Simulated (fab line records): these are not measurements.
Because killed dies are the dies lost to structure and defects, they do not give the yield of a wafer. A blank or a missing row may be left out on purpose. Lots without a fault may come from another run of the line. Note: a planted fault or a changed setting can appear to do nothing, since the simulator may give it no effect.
Which tool is to blame?	flow sky130	11 lots with 32 wafers sampled at 7 steps, on a route of 708 steps

== WHAT EACH GAUGE READ, for each wafer ==
SKY_METAL1_THK_MEAS_06: measures by xrf. Usual: METAL1_ALCU_THK 248 nm, standard deviation 3.3.
lot	measured	on	METAL1_ALCU_THK (nm)	flag
L414	day 31 14:03	film metro-02	242 247 245	
L415	day 31 17:45	film metro-04	248 248 249	
L416	day 31 22:54	film metro-04	248 248 249	
L417	day 32 16:23	film metro-02	249 250 249	
L424	day 34 23:38	film metro-04	253 257	
L425	day 35 08:26	film metro-04	248 244 248	
L426	day 35 13:04	film metro-04	246 248 246	
L430	day 37 04:31	film metro-02	250 246 248	
L432	day 37 13:06	film metro-03	247 248 248	
L436	day 38 11:53	film metro-04	247 253 251	
L437	day 39 07:54	film metro-04	248 248 246	

SKY_METAL1_OVL_MEAS_16. Usual: METAL1_OVL -3 nm, standard deviation 5.8.
lot	measured	on	METAL1_OVL (nm)	flag
L414	day 32 17:07	overlay-01	-10 -5 -4	
L415	day 32 20:25	overlay-01	-15 -8 -6	
L416	day 33 02:01	overlay-01	0 0 -8	
L417	day 33 19:01	overlay-02	1 0 2	
L424	day 36 01:26	overlay-01	3 -1	
L425	day 36 10:46	overlay-01	2 0 3	
L426	day 36 14:46	overlay-01	-7 -4 -1	
L430	day 38 06:44	overlay-01	-1 -9 -2	
L432	day 38 14:20	overlay-01	-3 -7 -2	
L436	day 39 13:07	overlay-01	-1 5 5	
L437	day 40 08:13	overlay-01	-1 0 -13	

SKY_VIA1_RS_MEAS_22: uses a four-point probe to measure. Usual: VIA1_W_RS 0.424 ohm/sq, standard deviation 0.0072.
lot	measured	on	VIA1_W_RS (ohm/sq)	flag
L414	day 33 22:25	film metro-04	0.421 0.424 0.419	
L415	day 34 01:51	film metro-04	0.418 0.420 0.427	
L416	day 34 07:27	film metro-02	0.413 0.435 0.433	
L417	day 35 00:59	film metro-02	0.426 0.419 0.427	
L424	day 37 05:48	film metro-02	0.705 0.691	OFF
L425	day 37 15:30	film metro-04	0.670 0.672 0.685	OFF
L426	day 37 18:26	film metro-02	0.425 0.427 0.424	
L430	day 39 10:23	film metro-04	0.433 0.422 0.418	
L432	day 39 17:34	film metro-02	0.426 0.432 0.426	
L436	day 40 16:10	film metro-04	0.429 0.427 0.423	
L437	day 41 11:02	film metro-04	0.423 0.430 0.431	

SKY_VIA1_THK_MEAS_23: measures by xrf. Usual: VIA1_W_THK 273 nm, standard deviation 4.5.
lot	measured	on	VIA1_W_THK (nm)	flag
L414	day 33 22:32	film metro-04	275 273 277	
L415	day 34 01:58	film metro-04	278 276 273	
L416	day 34 07:34	film metro-02	279 266 269	
L417	day 35 01:06	film metro-02	275 277 273	
L424	day 37 05:53	film metro-02	166 169	OFF
L425	day 37 15:37	film metro-04	174 174 170	OFF
L426	day 37 18:34	film metro-02	275 273 275	
L430	day 39 10:29	film metro-04	268 274 278	
L432	day 39 17:41	film metro-02	273 270 273	
L436	day 40 16:17	film metro-04	271 269 272	
L437	day 41 11:10	film metro-04	275 270 268	

SKY_METAL2_CD_MEAS_15: target cd 140 nm. Usual: cd nm 140.0 nm, standard deviation 1.7.
lot	measured	on	cd nm (nm)	flag
L414	day 35 03:01	cd sem-01	140.9 140.0 140.6	
L415	day 35 05:54	cd sem-02	137.1 135.6 137.2	
L416	day 35 10:57	cd sem-02	141.0 139.1 140.3	
L417	day 36 04:12	cd sem-01	139.9 141.4 141.2	
L424	day 38 08:10	cd sem-01	140.9 140.8	
L425	day 38 17:48	cd sem-02	142.3 143.0 142.3	
L426	day 38 19:57	cd sem-01	141.6 141.9 141.6	
L430	day 40 12:03	cd sem-01	139.1 140.3 139.4	
L432	day 40 18:43	cd sem-01	138.5 138.0 138.4	
L436	day 41 17:13	cd sem-01	140.8 140.9 141.7	
L437	day 42 10:51	cd sem-01	138.6 137.7 137.9	

== TOOL THAT RAN EACH LOT (tool first, then ch and the chambers of the sampled wafers, then the start) ==
lot	SKY_VIA1_CVD_21	SKY_VIA1_CMP_24
L414	cvd w-01 ch 0,1, day 33 22:20	cmp-01 ch 1,2,3, day 33 22:39
L415	cvd w-01 ch 0,1, day 34 01:46	cmp-01 ch 0,3, day 34 02:05
L416	cvd w-02 ch 0,1, day 34 07:22	cmp-01 ch 0,2, day 34 07:41
L417	cvd w-01 ch 0,1, day 35 00:53	cmp-01 ch 1,2, day 35 01:10
L424	cvd w-01 ch 0, day 37 05:41	cmp-01 ch 2,3, day 37 06:04
L425	cvd w-01 ch 0,1, day 37 15:24	cmp-01 ch 0,2,3, day 37 15:41
L426	cvd w-02 ch 1, day 37 18:21	cmp-02 ch 1,2,3, day 37 18:40
L430	cvd w-02 ch 0,1, day 39 10:17	cmp-01 ch 0,2,3, day 39 10:40
L432	cvd w-02 ch 1, day 39 17:28	cmp-02 ch 0,2,3, day 39 17:47
L436	cvd w-02 ch 0,1, day 40 16:04	cmp-02 ch 0,1,3, day 40 16:20
L437	cvd w-02 ch 0,1, day 41 10:57	cmp-01 ch 0,1,3, day 41 11:16
- SKY_VIA1_CVD_21: deposits W, target thk 270 nm, time 80.902 s.
- SKY_VIA1_CMP_24: polishes, stops on SiO2, t overpolish 15 s, target thk 0 nm.

== AS READ BY THE TOOLS THEMSELVES (means over the sampled wafers that have a number; for cases with no such wafer, the mark the record gives instead) ==
SKY_VIA1_CVD_21. Usual: heater power outer w 543 W, standard deviation 27; heater power w 888 W, standard deviation 28.
lot	tool	heater power outer w (W)	heater power w (W)	flag
L414	cvd w-01	539	911	
L415	cvd w-01	544	920	
L416	cvd w-02	555	872	
L417	cvd w-01	530	915	
L424	cvd w-01	531	899	
L425	cvd w-01	534	911	
L426	cvd w-02	588	871	
L430	cvd w-02	551	886	
L432	cvd w-02	586	885	
L436	cvd w-02	574	873	
L437	cvd w-02	558	896	

SKY_VIA1_CMP_24. Usual: motor current A 10.4 A, standard deviation 0.87; retaining ring pressure frac 1.000, standard deviation 0.005; slurry filter dp kPa 13.49 kPa, standard deviation 0.13; time to endpoint s 66 s, standard deviation 4.7.
lot	tool	motor current A (A)	retaining ring pressure frac	slurry filter dp kPa (kPa)	time to endpoint s (s)	flag
L414	cmp-01	10.0	1.003	13.53	66	
L415	cmp-01	10.2	1.002	13.61	69	
L416	cmp-01	10.7	1.000	13.58	62	
L417	cmp-01	9.5	0.994	13.63	70	
L424	cmp-01	10.9	0.999	13.50	44	OFF
L425	cmp-01	10.1	1.001	13.42	47	OFF
L426	cmp-02	11.1	0.999	13.40	60	
L430	cmp-01	10.3	0.998	13.41	64	
L432	cmp-02	10.5	1.003	13.57	62	
L436	cmp-02	10.4	0.997	13.48	61	
L437	cmp-01	9.8	1.004	13.42	70	

== THE ANSWER, worked out from the rows above alone ==
Rule: take the mean of a lot's wafers that have a number; if it is more than 3 standard deviations from the usual mean, the lot is off. A lot without any number at a reading at which 4 lots or more have one is off too. Where the step has rows for the other lots, those lots are counted as sound. After the gauges, taken in route order, come the tools' own readings; for these a lot's mean is taken, as printed above. The first step at which some lot is off is used, and at that step the reading that is off furthest; a lot without a number counts as furthest.
Off: L424, L425, at SKY_VIA1_RS_MEAS_22 (VIA1_W_RS).
If a tool, at a process step before that reading, ran all the lots that are off and no sound lot after the first of them, it fits. The gauges at SKY_VIA1_RS_MEAS_22 aren't tried: what is off there is off at SKY_VIA1_CMP_24 too, on other tools, and a gauge's error can't cause that. One candidate fits, namely cvd w-01 at SKY_VIA1_CVD_21. A fault onset in the window from L417 (day 35 00:53, its last sound lot) to L424 (day 37 05:41, its first lot off) fits.

== WHAT THE SIMULATOR HAD PUT IN ==
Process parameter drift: cvd w-01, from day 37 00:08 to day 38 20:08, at SKY_VIA1_CVD_21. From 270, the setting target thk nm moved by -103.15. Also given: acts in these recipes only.
Shown lots that were struck: L424, L425. The rule above found the same.
